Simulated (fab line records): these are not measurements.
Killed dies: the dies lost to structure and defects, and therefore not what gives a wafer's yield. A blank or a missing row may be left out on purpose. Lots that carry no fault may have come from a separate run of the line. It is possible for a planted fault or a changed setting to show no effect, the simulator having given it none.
A struck lot beside a sound one | flow sky130 | 16 steps out of a route of 708
Sound: the wafers L852.3, L852.4, L852.5. Wafers L864.2, L864.4, L864.5 were the ones struck. The cause comes at the end.
At each step with rows: each side's tool, then ch and its chambers, then its first start. Under that, the readings that differ: sound wafers | struck wafers | difference of the means | sigmas: that difference in standard deviations of wafers without a fault.
alike: readings with means less than 2 such deviations apart, plus words and numbers identical on both sides. not compared: withheld readings, readings lacking a value on some wafer, bounds such as >300 that could conceal the same value, and numbers that have no deviation in the record and whose values overlap.
The two part at a step that has a row with sigmas, a row that says differs or no value, or rows on one side only. When numbers do not overlap yet have no deviation, they are printed without sigmas and do not part them. A reading that every wafer of one side lacks parts them only if that side has two wafers or more.

SKY_NWELL_RS_MEAS_29: the measuring method here is four-point-probe.
  sound on filmMetro-01, day 6 21:01; struck on filmMetro-02, day 9 11:35
  alike: NWELL_RS
SKY_NWELL_RS_MEAS_31: the measuring method here is four-point-probe.
  sound on filmMetro-01, day 6 21:15; struck on filmMetro-02, day 9 11:50
  alike: PWDE_RS
then, 7 steps without rows for these wafers: SKY_VT_ADJUST_HVTP_DEHYDRATE_00 (time 60 s); SKY_VT_ADJUST_HVTP_HMDS_01 (prime time 60 s); SKY_VT_ADJUST_HVTP_COAT_02 (resist thk 1140 nm); SKY_VT_ADJUST_HVTP_SOFTBAKE_03 (time 60 s); SKY_VT_ADJUST_HVTP_EXPOSE_04 (exposes mask HVTPM, target cd 380 nm); SKY_VT_ADJUST_HVTP_PEB_05; SKY_VT_ADJUST_HVTP_DEVELOP_06 (develop time 60 s).
SKY_VT_ADJUST_HVTP_CD_MEAS_07: target cd 380 nm.
  sound on cdSem-01, day 7 15:55; struck on cdSem-01, day 10 09:37
  alike: cdNm
SKY_VT_ADJUST_HVTP_OVL_MEAS_08:
  sound on overlay-02, day 7 16:00; struck on overlay-02, day 10 09:43
  alike: VT_ADJUST_HVTP_OVL
SKY_VT_ADJUST_HVTP_IMPLANT_09:
  sound on implanter-03 ch 0, day 7 16:05; struck on implanter-02 ch 0, day 10 10:05
  alike: beamOnS
SKY_VT_ADJUST_HVTP_STRIP_10: strips in O2/N2.
  sound on plasmaAsher-03 ch 0,1, day 7 16:13; struck on plasmaAsher-03 ch 0, day 10 10:13
  alike: drypumpMotorCurrentA, n2FlowSccm, oesProductAu, stripTimeToEndpointS
  not compared: rfHoursCounterH
SKY_VT_ADJUST_HVTP_TW_MEAS_11:
  sound on filmMetro-02, day 7 16:18; struck on filmMetro-04, day 10 10:19
reading           | sound          | struck         | difference | sigmas
VT_ADJUST_HVTP_TW | 1350 1353 1353 | 1675 1683 1673 | +325       | +20
then, 1 step without rows for these wafers: SKY_VT_ADJUST_LVTN_DEHYDRATE_00 (time 60 s).
-- here the record skips 39 days between the struck wafers' starts before and after, leaving off in module VT_ADJUST_LVTN and picking up in module PAD_OPEN (first step shown: number 708 of the route) --
SKY_PAD_OPEN_PROBE_99:
  sound on prober-02, day 47 07:14; struck on prober-01, day 49 14:58
reading                             | sound                | struck               | difference | sigmas
model.etest.tipP.rsOhmSq            | 6703 6748 6684       | 9319 9242 9320       | +2582      | 
model.etest.pfet_01v8.rOnOhmUm      | 2850 2760 2834       | 3719 3706 3837       | +939       | 
model.etest.pfet_01v8.driveUaUm     | 194.1 205.1 200.3    | 122.2 122.2 117.1    | -79.3      | 
model.etest.pfet_01v8_mvt.driveUaUm | 158 159.2 157.6      | 86.3 86.59 84.31     | -72.5      | 
model.etest.pfet_01v8_hvt.driveUaUm | 145.8 153.9 148.8    | 95.11 94.08 92.13    | -55.73     | 
model.etest.sramPfetLatch.driveUaUm | 146.4 161 147.3      | 95.67 94.27 90.27    | -58.16     | 
model.etest.ring_1v8.delayPs        | 21.3 20.35 20.73     | 28.41 27.78 29.4     | +7.74      | 
model.etest.pfet_01v8.offLog10AUm   | -9.189 -9.039 -9.044 | -13.12 -12.64 -12.85 | -3.78      | 
  alike: killed_at_M0_to_M3, killed_at_M4_up, killedAtContacts, killedAtFrontEnd, killedAtOther, killedDies, killedOpen, killedShort

== WHERE THEY PART ==
At SKY_VT_ADJUST_HVTP_TW_MEAS_11 and nowhere else, as far as this record goes. Later steps at which nothing parts them and some readings are alike: SKY_PAD_OPEN_PROBE_99.

WHY: what had been put in by the simulator
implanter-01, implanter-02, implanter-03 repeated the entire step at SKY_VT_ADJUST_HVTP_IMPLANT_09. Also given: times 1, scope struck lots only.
